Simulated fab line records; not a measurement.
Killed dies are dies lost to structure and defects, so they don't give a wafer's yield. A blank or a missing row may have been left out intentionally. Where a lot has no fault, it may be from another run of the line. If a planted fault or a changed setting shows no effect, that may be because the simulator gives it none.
Which of the tools did it? || flow sky130 || 33 wafers from 11 lots sampled at 5 of the route's 708 steps

WHAT THE GAUGES SHOWED, per wafer
SKY_SD_P_TW_MEAS_11.
{"lot": "L129", "measured": "day 25 06:00", "on": "film-metro-02", "SD_P_TW": "2831 2819 2838"}
{"lot": "L130", "measured": "day 25 15:27", "on": "film-metro-04", "SD_P_TW": "2855 2843 2839"}
{"lot": "L135", "measured": "day 27 18:06", "on": "film-metro-02", "SD_P_TW": "2872 2849 2870"}
{"lot": "L137", "measured": "day 28 13:23", "on": "film-metro-01", "SD_P_TW": "2821 2826 2840"}
{"lot": "L139", "measured": "day 29 01:18", "on": "film-metro-01", "SD_P_TW": "2839 2853 2872"}
{"lot": "L141", "measured": "day 29 20:14", "on": "film-metro-04", "SD_P_TW": "2843 2841 2833"}
{"lot": "L148", "measured": "day 32 02:27", "on": "film-metro-01", "SD_P_TW": "2863 2853 2840"}
{"lot": "L149", "measured": "day 32 08:35", "on": "film-metro-02", "SD_P_TW": "2847 2832 2831"}
{"lot": "L150", "measured": "day 32 17:53", "on": "film-metro-04", "SD_P_TW": "2857 2846 2863"}
{"lot": "L151", "measured": "day 33 01:45", "on": "film-metro-02", "SD_P_TW": "2844 2840 2840"}
{"lot": "L152", "measured": "day 33 09:10", "on": "film-metro-04", "SD_P_TW": "2843 2860 2873"}

SKY_LI_CONTACT_RS_MEAS_22: measures by four-point-probe.
{"lot": "L129", "measured": "day 28 22:25", "on": "film-metro-02", "LI_CONTACT_W_RS (ohm/sq)": "0.284 0.281 0.286"}
{"lot": "L130", "measured": "day 29 08:22", "on": "film-metro-04", "LI_CONTACT_W_RS (ohm/sq)": "0.288 0.287 0.287"}
{"lot": "L135", "measured": "day 31 08:57", "on": "film-metro-04", "LI_CONTACT_W_RS (ohm/sq)": "0.288 0.286 0.289"}
{"lot": "L137", "measured": "day 32 03:04", "on": "film-metro-02", "LI_CONTACT_W_RS (ohm/sq)": "0.216 0.290 0.214"}
{"lot": "L139", "measured": "day 32 14:16", "on": "film-metro-02", "LI_CONTACT_W_RS (ohm/sq)": "0.285 0.215 0.215"}
{"lot": "L141", "measured": "day 33 08:14", "on": "film-metro-01", "LI_CONTACT_W_RS (ohm/sq)": "0.290 0.291 0.282"}
{"lot": "L148", "measured": "day 35 12:44", "on": "film-metro-01", "LI_CONTACT_W_RS (ohm/sq)": "0.293 0.292 0.292"}
{"lot": "L149", "measured": "day 35 18:40", "on": "film-metro-02", "LI_CONTACT_W_RS (ohm/sq)": "0.287 0.289 0.292"}
{"lot": "L150", "measured": "day 36 03:53", "on": "film-metro-01", "LI_CONTACT_W_RS (ohm/sq)": "0.291 0.292 0.288"}
{"lot": "L151", "measured": "day 36 10:53", "on": "film-metro-02", "LI_CONTACT_W_RS (ohm/sq)": "0.280 0.291 0.284"}
{"lot": "L152", "measured": "day 36 17:11", "on": "film-metro-01", "LI_CONTACT_W_RS (ohm/sq)": "0.286 0.283 0.287"}

SKY_LI_CONTACT_THK_MEAS_23: measures by xrf.
{"lot": "L129", "measured": "day 28 22:32", "on": "film-metro-02", "LI_CONTACT_W_THK (nm)": "412 422 412"}
{"lot": "L130", "measured": "day 29 08:29", "on": "film-metro-04", "LI_CONTACT_W_THK (nm)": "395 397 398"}
{"lot": "L135", "measured": "day 31 09:04", "on": "film-metro-04", "LI_CONTACT_W_THK (nm)": "398 400 396"}
{"lot": "L137", "measured": "day 32 03:11", "on": "film-metro-02", "LI_CONTACT_W_THK (nm)": "541 401 549"}
{"lot": "L139", "measured": "day 32 14:23", "on": "film-metro-02", "LI_CONTACT_W_THK (nm)": "408 550 553"}
{"lot": "L141", "measured": "day 33 08:21", "on": "film-metro-01", "LI_CONTACT_W_THK (nm)": "404 401 413"}
{"lot": "L148", "measured": "day 35 12:51", "on": "film-metro-01", "LI_CONTACT_W_THK (nm)": "401 400 401"}
{"lot": "L149", "measured": "day 35 18:47", "on": "film-metro-02", "LI_CONTACT_W_THK (nm)": "414 413 408"}
{"lot": "L150", "measured": "day 36 04:00", "on": "film-metro-01", "LI_CONTACT_W_THK (nm)": "398 397 398"}
{"lot": "L151", "measured": "day 36 11:01", "on": "film-metro-02", "LI_CONTACT_W_THK (nm)": "423 406 413"}
{"lot": "L152", "measured": "day 36 17:17", "on": "film-metro-01", "LI_CONTACT_W_THK (nm)": "406 408 402"}

TOOL THAT RAN EACH LOT (tool first, then ch and the chambers of the sampled wafers, then the start)
{"lot": "L129", "SKY_LI_CONTACT_ETCH_15": "rie-diel-01 ch 0,2,3, day 28 21:46", "SKY_LI_CONTACT_CVD_21": "cvd-w-01 ch 0,1, day 28 22:17"}
{"lot": "L130", "SKY_LI_CONTACT_ETCH_15": "rie-diel-03 ch 0,1,2, day 29 07:42", "SKY_LI_CONTACT_CVD_21": "cvd-w-01 ch 0,1, day 29 08:14"}
{"lot": "L135", "SKY_LI_CONTACT_ETCH_15": "rie-diel-02 ch 1,2,3, day 31 08:17", "SKY_LI_CONTACT_CVD_21": "cvd-w-01 ch 0,1, day 31 08:49"}
{"lot": "L137", "SKY_LI_CONTACT_ETCH_15": "rie-diel-03 ch 1,2, day 32 02:25", "SKY_LI_CONTACT_CVD_21": "cvd-w-01 ch 0,1, day 32 02:56"}
{"lot": "L139", "SKY_LI_CONTACT_ETCH_15": "rie-diel-03 ch 1,2, day 32 13:37", "SKY_LI_CONTACT_CVD_21": "cvd-w-01 ch 0,1, day 32 14:08"}
{"lot": "L141", "SKY_LI_CONTACT_ETCH_15": "rie-diel-03 ch 1,2,3, day 33 07:35", "SKY_LI_CONTACT_CVD_21": "cvd-w-02 ch 0,1, day 33 08:07"}
{"lot": "L148", "SKY_LI_CONTACT_ETCH_15": "rie-diel-01 ch 0,2,3, day 35 12:05", "SKY_LI_CONTACT_CVD_21": "cvd-w-01 ch 1, day 35 12:37"}
{"lot": "L149", "SKY_LI_CONTACT_ETCH_15": "rie-diel-02 ch 0,2,3, day 35 17:54", "SKY_LI_CONTACT_CVD_21": "cvd-w-02 ch 0, day 35 18:25"}
{"lot": "L150", "SKY_LI_CONTACT_ETCH_15": "rie-diel-01 ch 0,1,3, day 36 03:11", "SKY_LI_CONTACT_CVD_21": "cvd-w-02 ch 0, day 36 03:46"}
{"lot": "L151", "SKY_LI_CONTACT_ETCH_15": "rie-diel-02 ch 0,2,3, day 36 10:15", "SKY_LI_CONTACT_CVD_21": "cvd-w-02 ch 0,1, day 36 10:46"}
{"lot": "L152", "SKY_LI_CONTACT_ETCH_15": "rie-diel-03 ch 1,2,3, day 36 16:31", "SKY_LI_CONTACT_CVD_21": "cvd-w-01 ch 0,1, day 36 17:02"}
- SKY_LI_CONTACT_ETCH_15: etches PSG in C4F8/O2/Ar, stops on Si, target depth 600 nm.
- SKY_LI_CONTACT_CVD_21: deposits W, target thk 400 nm, time 120.56 s.

WHAT THE TOOLS THEMSELVES READ (means of the sampled wafers that have a number; where no wafer has one, the mark that the record gives instead)
SKY_LI_CONTACT_ETCH_15.
{"lot": "L129", "tool": "rie-diel-01", "oes-product-au (a.u.)": 0.842}
{"lot": "L130", "tool": "rie-diel-03", "oes-product-au (a.u.)": 0.837}
{"lot": "L135", "tool": "rie-diel-02", "oes-product-au (a.u.)": 0.840}
{"lot": "L137", "tool": "rie-diel-03", "oes-product-au (a.u.)": 0.839}
{"lot": "L139", "tool": "rie-diel-03", "oes-product-au (a.u.)": 0.839}
{"lot": "L141", "tool": "rie-diel-03", "oes-product-au (a.u.)": 0.839}
{"lot": "L148", "tool": "rie-diel-01", "oes-product-au (a.u.)": 0.835}
{"lot": "L149", "tool": "rie-diel-02", "oes-product-au (a.u.)": 0.841}
{"lot": "L150", "tool": "rie-diel-01", "oes-product-au (a.u.)": 0.836}
{"lot": "L151", "tool": "rie-diel-02", "oes-product-au (a.u.)": 0.835}
{"lot": "L152", "tool": "rie-diel-03", "oes-product-au (a.u.)": 0.835}

SKY_LI_CONTACT_CVD_21.
{"lot": "L129", "tool": "cvd-w-01", "heater-power-w (W)": 795}
{"lot": "L130", "tool": "cvd-w-01", "heater-power-w (W)": 784}
{"lot": "L135", "tool": "cvd-w-01", "heater-power-w (W)": 783}
{"lot": "L137", "tool": "cvd-w-01", "heater-power-w (W)": 793}
{"lot": "L139", "tool": "cvd-w-01", "heater-power-w (W)": 788}
{"lot": "L141", "tool": "cvd-w-02", "heater-power-w (W)": 894}
{"lot": "L148", "tool": "cvd-w-01", "heater-power-w (W)": 762}
{"lot": "L149", "tool": "cvd-w-02", "heater-power-w (W)": 933}
{"lot": "L150", "tool": "cvd-w-02", "heater-power-w (W)": 931}
{"lot": "L151", "tool": "cvd-w-02", "heater-power-w (W)": 915}
{"lot": "L152", "tool": "cvd-w-01", "heater-power-w (W)": 796}

THE ANSWER, worked out from the rows above alone
Rule: usual is defined by the lots themselves. Put in order of their means at a reading, lots are off if they are a third of the lots or fewer, leave a main group of 4 or more, and stand apart from it by a gap of 3 or more times the standard deviation of the main group's means; of several such gaps the widest counts. A main group is skipped when, at the precision printed for the reading in the tables above, its means are all equal. A lot without any number at a reading at which 4 lots or more have one is off too. Where the step has rows for the other lots, those lots are counted as sound. First the gauges in route order, then the tools' own readings, where a lot's mean is used as printed above. The first step at which some lot is off is used, and at that step the reading that is off furthest; a lot without a number counts as furthest.
Off: L137, L139, seen at SKY_LI_CONTACT_RS_MEAS_22 (LI_CONTACT_W_RS). The main group: mean 0.288 ohm/sq, standard deviation 0.0026.
A tool fits if, at a process step before that reading, it ran every lot that is off, and no sound lot after the first of them. Gauges at SKY_LI_CONTACT_RS_MEAS_22: tried the same way as those tools. None of those tried fits.

WHAT WAS PUT IN BY THE SIMULATOR
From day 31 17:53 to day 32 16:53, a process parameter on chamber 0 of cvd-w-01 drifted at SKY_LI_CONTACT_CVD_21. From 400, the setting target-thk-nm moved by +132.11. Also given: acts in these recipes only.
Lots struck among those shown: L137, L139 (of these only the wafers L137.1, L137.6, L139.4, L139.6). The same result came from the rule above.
